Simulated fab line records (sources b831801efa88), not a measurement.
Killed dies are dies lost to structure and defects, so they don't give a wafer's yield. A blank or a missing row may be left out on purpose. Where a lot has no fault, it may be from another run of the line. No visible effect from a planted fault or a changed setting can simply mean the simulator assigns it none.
fab line records + flow sky130
[record]
- lots = 13
- wafers = 39
- last-day = 50
route steps=708 shown VT_ADJUST_PCH@150 CONTACT@410 VIA1@459 METAL2@500
lots that met no fault: from a run of the same line without faults
start-h: hours from the record's first day to the start of the lot's first wafer shown + wait-h: how many hours have passed since the lot's step before this one + " repeats the value in the row above + L1.1+2: one row covering several wafers at once + - value missing, or start not given + * or withheld: withheld + < > ~ a bound
route shown NAME@n: a module of which the file shows steps, and the number in the route of the first + usual: average and standard deviation across the fault-free wafers + same: alike in all rows + chamber/n: place in a boat + sites: the reading at each site + _std_site: the values' standard deviation + _edge_site: outer sites' mean less inner sites' + radius-mm: for every site, how far away it sits from the centre of the wafer + mask NAME#n: copy n + behind: tool/chamber where the wafer was last shaped + hold: the reason the lot was held/the length of the hold in hours/how it ended + device: whichever transistor did not switch (one of n, p or np) + end of line: the route-end tests of the same wafers + a step given without rows: its recipe and nothing more + killed: not the wafer's yield, but the dies lost to structure and defects at the first sort + map: shows each die of a wafer: x if killed, . if not, _ if none is there
set.NAME: the run value of the setting; set.NAME@STEP: its run value at that earlier step + model.NAME: the simulator's own value behind a step, which no gauge read
steps of the route over a sample of lots; a table a step, a row a wafer
services: the hour from which a tool's chamber was out of use, counted from the record's first day as start-h (under 0 if before that day), plus the number of hours and why
[[steps]]
[step SKY_VT_ADJUST_PCH_OVL_MEAS_07]
[usual]
- VT_ADJUST_PCH_OVL = 0.3/1.3
| lot.wafer | tool       | chamber | start-h | wait-h | VT_ADJUST_PCH_OVL[nm] |
|-----------|------------|---------|---------|--------|-----------------------|
| L182.2    | overlay-02 | -       | 228.39  | -      | 0.0                   |
| L182.3    | "          | -       | "       | "      | -0.2                  |
| L182.6    | "          | -       | "       | "      | -0.9                  |
| L183.3    | overlay-02 | -       | 233.61  | -      | 0.7                   |
| L183.5    | "          | -       | "       | "      | 1.5                   |
| L183.6    | "          | -       | "       | "      | 2.4                   |
| L184.1    | overlay-01 | -       | 241.48  | -      | -2.2                  |
| L184.3    | "          | -       | "       | "      | -0.1                  |
| L184.4    | "          | -       | "       | "      | 0.3                   |
| L188.2    | overlay-01 | -       | 272.88  | -      | 1.9                   |
| L188.3    | "          | -       | "       | "      | 0.9                   |
| L188.4    | "          | -       | "       | "      | 2.5                   |
| L189.2    | overlay-01 | -       | 274.89  | -      | 0.0                   |
| L189.3    | "          | -       | "       | "      | 0.5                   |
| L189.6    | "          | -       | "       | "      | -0.7                  |
| L197.2    | overlay-01 | -       | 338.19  | -      | -2.1                  |
| L197.4    | "          | -       | "       | "      | -0.2                  |
| L197.6    | "          | -       | "       | "      | 2.5                   |
| L198.1    | overlay-02 | -       | 343.85  | -      | -0.8                  |
| L198.2    | "          | -       | "       | "      | -1.7                  |
| L198.4    | "          | -       | "       | "      | -1.2                  |
| L200.2    | overlay-01 | -       | 360.36  | -      | -1.1                  |
| L200.4    | "          | -       | "       | "      | -1.0                  |
| L200.6    | "          | -       | "       | "      | 0.2                   |
| L201.1    | overlay-02 | -       | 375.68  | -      | 0.0                   |
| L201.5    | "          | -       | "       | "      | -0.3                  |
| L201.6    | "          | -       | "       | "      | 1.2                   |
| L202.1    | overlay-02 | -       | 384.65  | -      | -0.8                  |
| L202.3    | "          | -       | "       | "      | -0.7                  |
| L202.4    | "          | -       | "       | "      | 0.6                   |
| L203.1    | overlay-01 | -       | 390.49  | -      | -0.9                  |
| L203.4    | "          | -       | "       | "      | 0.5                   |
| L203.5    | "          | -       | "       | "      | 1.4                   |
| L204.1    | overlay-01 | -       | 391.88  | -      | 1.4                   |
| L204.3    | "          | -       | "       | "      | 0.9                   |
| L204.4    | "          | -       | "       | "      | 1.3                   |
| L205.2    | overlay-02 | -       | 396.33  | -      | -1.3                  |
| L205.4    | "          | -       | "       | "      | -1.5                  |
| L205.5    | "          | -       | "       | "      | -1.7                  |
[step SKY_CONTACT_CMP_04]
[recipe]
- material = SiO2
- down-force-psi = 4
- platen-rpm = 60
- pad-velocity-m-s = 0.94248
[usual]
- head-pressure-psi = 4.001/0.01
- motor-current-A = 11.6/0.83
- time-to-endpoint-s = 85/3.7
| lot.wafer | tool   | chamber | start-h | wait-h | head-pressure-psi | motor-current-A | time-to-endpoint-s |
|-----------|--------|---------|---------|--------|-------------------|-----------------|--------------------|
| L182.3    | cmp-02 | 3       | 708.25  | 0.1    | 4.005             | 10.5            | 79                 |
| L182.2    | "      | 0       | "       | "      | 4.012             | 11.0            | 82                 |
| L182.6    | "      | 1       | "       | "      | 4.003             | 13.2            | 80                 |
| L183.3    | cmp-02 | 1       | 715.98  | 0.0    | 4.008             | 12.2            | 80                 |
| L183.5    | "      | 1       | "       | "      | 4.016             | 12.4            | 79                 |
| L183.6    | "      | 2       | "       | "      | 4.006             | 11.7            | 79                 |
| L184.4    | cmp-01 | 1       | 726.76  | 0.0    | 4.009             | 10.9            | 81                 |
| L184.3    | "      | 2       | "       | "      | 3.999             | 13.6            | 83                 |
| L184.1    | "      | 3       | "       | "      | 3.998             | 12.0            | 82                 |
| L189.3    | cmp-01 | 3       | 757.04  | 0.0    | 3.329             | 10.3            | 101                |
| L189.2    | "      | 2       | "       | "      | 3.297             | 11.2            | 101                |
| L189.6    | "      | 3       | "       | "      | 3.340             | 10.3            | 105                |
| L188.2    | cmp-01 | 3       | 759.92  | 0.1    | 3.328             | 10.1            | 105                |
| L188.4    | "      | 0       | "       | "      | 3.306             | 9.2             | 108                |
| L188.3    | "      | 1       | "       | "      | 3.327             | 9.9             | 105                |
| L197.4    | cmp-01 | 3       | 823.30  | 0.1    | 3.991             | 11.8            | 85                 |
| L197.2    | "      | 1       | "       | "      | 3.995             | 11.5            | 83                 |
| L197.6    | "      | 2       | "       | "      | 4.003             | 12.5            | 81                 |
| L198.2    | cmp-01 | 1       | 824.52  | 0.0    | 3.989             | 11.0            | 86                 |
| L198.4    | "      | 3       | "       | "      | 4.017             | 12.0            | 85                 |
| L198.1    | "      | 0       | "       | "      | 3.998             | 11.4            | 84                 |
| L200.4    | cmp-01 | 0       | 846.39  | 0.1    | 4.004             | 10.8            | 81                 |
| L200.2    | "      | 1       | "       | "      | 4.001             | 11.5            | 81                 |
| L200.6    | "      | 0       | "       | "      | 4.000             | 10.4            | 82                 |
| L201.1    | cmp-01 | 1       | 854.69  | 0.6    | 4.002             | 11.1            | 87                 |
| L201.6    | "      | 1       | "       | "      | 4.007             | 10.9            | 86                 |
| L201.5    | "      | 2       | "       | "      | 3.985             | 13.5            | 88                 |
| L202.3    | cmp-01 | 3       | 861.11  | 0.3    | 3.995             | 11.7            | 94                 |
| L202.1    | "      | 0       | "       | "      | 4.005             | 11.3            | 88                 |
| L202.4    | "      | 1       | "       | "      | 3.991             | 11.5            | 92                 |
| L203.4    | cmp-01 | 2       | 869.61  | 0.1    | 4.013             | 12.6            | 77                 |
| L203.1    | "      | 3       | "       | "      | 3.995             | 11.9            | 80                 |
| L203.5    | "      | 1       | "       | "      | 3.993             | 11.7            | 85                 |
| L204.1    | cmp-02 | 3       | 872.07  | 0.1    | 4.000             | 10.8            | 93                 |
| L204.3    | "      | 0       | "       | "      | 3.998             | 11.2            | 91                 |
| L204.4    | "      | 1       | "       | "      | 4.010             | 12.5            | 88                 |
| L205.4    | cmp-02 | 2       | 875.71  | 0.0    | 4.014             | 12.4            | 84                 |
| L205.2    | "      | 3       | "       | "      | 4.005             | 10.7            | 88                 |
| L205.5    | "      | 3       | "       | "      | 3.999             | 10.4            | 91                 |
[step SKY_VIA1_THK_MEAS_01]
[recipe]
- reads = SiO2_of_VIA1_HDPCVD_00
[usual]
- VIA1_HDPCVD_THK = 1024/9.4
| lot.wafer | tool          | chamber | start-h | wait-h | VIA1_HDPCVD_THK[nm] |
|-----------|---------------|---------|---------|--------|---------------------|
| L182.2    | film-metro-03 | -       | 764.80  | 0.1    | 1032                |
| L182.3    | "             | -       | "       | "      | 1018                |
| L182.6    | "             | -       | "       | "      | 1025                |
| L183.3    | film-metro-02 | -       | 774.71  | 0.1    | 1023                |
| L183.5    | "             | -       | "       | "      | 1014                |
| L183.6    | "             | -       | "       | "      | 1028                |
| L184.1    | film-metro-02 | -       | 784.19  | 0.1    | 1020                |
| L184.3    | "             | -       | "       | "      | 1012                |
| L184.4    | "             | -       | "       | "      | 1007                |
| L189.2    | film-metro-03 | -       | 813.46  | 0.1    | 1034                |
| L189.3    | "             | -       | "       | "      | 1047                |
| L189.6    | "             | -       | "       | "      | 1031                |
| L188.2    | film-metro-02 | -       | 815.82  | 0.1    | 1028                |
| L188.3    | "             | -       | "       | "      | 1039                |
| L188.4    | "             | -       | "       | "      | 1025                |
| L197.2    | film-metro-03 | -       | 878.89  | 0.1    | 1014                |
| L197.4    | "             | -       | "       | "      | 1008                |
| L197.6    | "             | -       | "       | "      | 1007                |
| L198.1    | film-metro-03 | -       | 880.21  | 0.1    | 1021                |
| L198.2    | "             | -       | "       | "      | 1022                |
| L198.4    | "             | -       | "       | "      | 1013                |
| L200.2    | film-metro-02 | -       | 901.29  | 0.1    | 1018                |
| L200.4    | "             | -       | "       | "      | 1026                |
| L200.6    | "             | -       | "       | "      | 1028                |
| L201.1    | film-metro-03 | -       | 908.78  | 0.1    | 1014                |
| L201.5    | "             | -       | "       | "      | 1030                |
| L201.6    | "             | -       | "       | "      | 1015                |
| L202.1    | film-metro-03 | -       | 915.73  | 0.1    | 1019                |
| L202.3    | "             | -       | "       | "      | 1007                |
| L202.4    | "             | -       | "       | "      | 1003                |
| L203.1    | film-metro-01 | -       | 924.08  | 0.1    | 1031                |
| L203.4    | "             | -       | "       | "      | 1023                |
| L203.5    | "             | -       | "       | "      | 1025                |
| L204.1    | film-metro-03 | -       | 926.73  | 0.1    | 1015                |
| L204.3    | "             | -       | "       | "      | 1025                |
| L204.4    | "             | -       | "       | "      | 1023                |
| L205.2    | film-metro-03 | -       | 929.44  | 0.1    | 1029                |
| L205.4    | "             | -       | "       | "      | 1037                |
| L205.5    | "             | -       | "       | "      | 1028                |
[step SKY_METAL2_DESCUM_17]
[recipe]
- chemistry = O2
- source-power-w = 150
- bias-power-w = 0
- pressure-mtorr = 10
- temp-c = 40
- time-s = 8
[usual]
- drypump-motor-current-A = 5.6/0.63
- oes-product-au = 0.999/0.0059
| lot.wafer | tool         | chamber | start-h | wait-h | drypump-motor-current-A | oes-product-au | rf-hours-counter-h |
|-----------|--------------|---------|---------|--------|-------------------------|----------------|--------------------|
| L182.2    | rie-metal-02 | 0       | 819.39  | 0.0    | 5.4                     | 0.987          | 14                 |
| L182.3    | "            | 0       | "       | "      | 5.4                     | 1.001          | -                  |
| L182.6    | "            | 0       | "       | "      | 5.4                     | 0.992          | -                  |
| L183.3    | rie-metal-04 | 1       | 828.32  | 0.0    | 5.3                     | 1.003          | -                  |
| L183.5    | "            | 0       | "       | "      | 6.6                     | 0.989          | -                  |
| L183.6    | "            | 1       | "       | "      | 5.3                     | 0.995          | -                  |
| L184.1    | rie-metal-04 | 1       | 838.13  | 0.0    | 5.3                     | 1.010          | 7                  |
| L184.3    | "            | 1       | "       | "      | 5.3                     | 1.005          | -                  |
| L184.4    | "            | 0       | "       | "      | 6.6                     | 1.005          | -                  |
| L189.2    | rie-metal-04 | 1       | 867.43  | 0.0    | 5.3                     | 0.999          | 8                  |
| L189.3    | "            | 0       | "       | "      | 6.6                     | 0.999          | -                  |
| L189.6    | "            | 0       | "       | "      | 6.6                     | 0.991          | -                  |
| L188.2    | rie-metal-03 | 0       | 870.06  | 0.0    | 5.2                     | 1.001          | 9                  |
| L188.3    | "            | 1       | "       | "      | 6.2                     | 1.002          | -                  |
| L188.4    | "            | 0       | "       | "      | 5.2                     | 1.010          | -                  |
| L197.2    | rie-metal-04 | 1       | 931.59  | 0.0    | 5.3                     | 1.000          | 11                 |
| L197.4    | "            | 1       | "       | "      | 5.3                     | 1.006          | -                  |
| L197.6    | "            | 0       | "       | "      | 6.6                     | 1.004          | -                  |
| L198.1    | rie-metal-03 | 1       | 933.41  | 0.0    | 6.3                     | 0.993          | 16                 |
| L198.2    | "            | 0       | "       | "      | 5.2                     | 1.004          | 12                 |
| L198.4    | "            | 0       | "       | "      | 5.2                     | 0.997          | -                  |
| L200.2    | rie-metal-02 | 1       | 953.64  | 0.0    | 4.8                     | 0.997          | 19                 |
| L200.4    | "            | 0       | "       | "      | 5.4                     | 0.996          | -                  |
| L200.6    | "            | 1       | "       | "      | 4.8                     | 1.002          | -                  |
| L201.1    | rie-metal-04 | 0       | 961.18  | 0.0    | 6.6                     | 0.998          | 18                 |
| L201.5    | "            | 0       | "       | "      | 6.6                     | 0.985          | -                  |
| L201.6    | "            | 1       | "       | "      | 5.3                     | 1.009          | -                  |
| L202.1    | rie-metal-04 | 1       | 965.69  | 0.0    | 5.3                     | 1.008          | 13                 |
| L202.3    | "            | 0       | "       | "      | 6.6                     | 0.985          | -                  |
| L202.4    | "            | 1       | "       | "      | 5.3                     | 0.998          | -                  |
| L203.1    | rie-metal-04 | 0       | 975.66  | 0.0    | 6.6                     | 1.002          | 19                 |
| L203.4    | "            | 0       | "       | "      | 6.6                     | 1.002          | -                  |
| L203.5    | "            | 1       | "       | "      | 5.3                     | 1.003          | -                  |
| L204.1    | rie-metal-03 | 0       | 977.56  | 0.0    | 5.2                     | 1.000          | 15                 |
| L204.3    | "            | 0       | "       | "      | 5.2                     | 0.993          | -                  |
| L204.4    | "            | 1       | "       | "      | 6.2                     | 1.002          | -                  |
| L205.2    | rie-metal-02 | 1       | 980.63  | 0.0    | 4.8                     | 1.002          | 20                 |
| L205.4    | "            | 0       | "       | "      | 5.4                     | 0.994          | -                  |
| L205.5    | "            | 0       | "       | "      | 5.4                     | 0.996          | -                  |
[[services]]
| tool         | chamber | start-h | hours | kind                           |
|--------------|---------|---------|-------|--------------------------------|
| rie-metal-03 | -       | 739.32  | 0.2   | repair                         |
| cmp-02       | -       | 744.23  | 4.0   | pm                             |
| cmp-02       | -       | 748.23  | -     | consumable-replace:conditioner |
| cmp-02       | -       | 748.23  | -     | consumable-replace:pad         |
| cmp-02       | -       | 748.23  | 5.8   | pm                             |
| cmp-02       | -       | 771.17  | 0.5   | repair                         |
| cmp-02       | -       | 782.75  | 1.2   | repair                         |
| rie-metal-03 | 1       | 788.59  | 12.4  | repair                         |
| cmp-01       | -       | 801.32  | 4.3   | repair                         |
| cmp-01       | -       | 838.50  | 3.7   | repair                         |
| cmp-02       | -       | 848.53  | 23.0  | pm                             |
| rie-metal-02 | -       | 871.95  | 1.4   | pm                             |
| cmp-01       | -       | 899.16  | 3.7   | pm                             |
| rie-metal-02 | 1       | 908.73  | 5.3   | repair                         |
| rie-metal-02 | -       | 911.45  | 2.8   | pm                             |
| cmp-01       | -       | 912.00  | 4.0   | pm                             |
| cmp-01       | -       | 916.00  | -     | consumable-replace:conditioner |
| cmp-01       | -       | 916.00  | -     | consumable-replace:pad         |
| cmp-02       | -       | 922.67  | 2.3   | repair                         |
| cmp-01       | -       | 937.43  | 5.5   | repair                         |
| cmp-01       | -       | 954.23  | 0.6   | repair                         |
| cmp-02       | -       | 960.55  | 1.3   | repair                         |
| cmp-01       | -       | 962.35  | 5.1   | repair                         |
| rie-metal-03 | -       | 974.93  | 0.3   | repair                         |
[[key]]
[first-sign]
- step = SKY_CONTACT_CMP_04
- reading = head-pressure-psi
- direction = down
- sigmas = 68
- usual = 4.001
- struck = 3.321
[effect]
- step = SKY_CONTACT_CMP_04
- reading = time-to-endpoint-s
- direction = up
- sigmas = 5.2
- usual = *
- struck = *
met-at SKY_CONTACT_CMP_04
struck-lots L188,L189
tester-left-out L188,L189
not-acting-at SKY_VT_ADJUST_PCH_OVL_MEAS_07,SKY_VIA1_THK_MEAS_01,SKY_METAL2_DESCUM_17
onset-between 726.76 757.04
[fault]
- kind = process-parameter-drift
- tool = cmp-01
- chamber = -
- onset-h = 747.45
- steps = SKY_CONTACT_CMP_04
- channel = down-force-psi
- offset = -0.68027
- shape = step
- end-h = 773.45
- acts-in = these-recipes-only
- stated = 4
// tester-left-out: of these lots the tester's yield and bins aren't shown, on N5 and GAA mostly nor the transistor test; their killed dies are dies lost to structure and defects alone, not to doping, threshold or leakage, so they don't give the yield
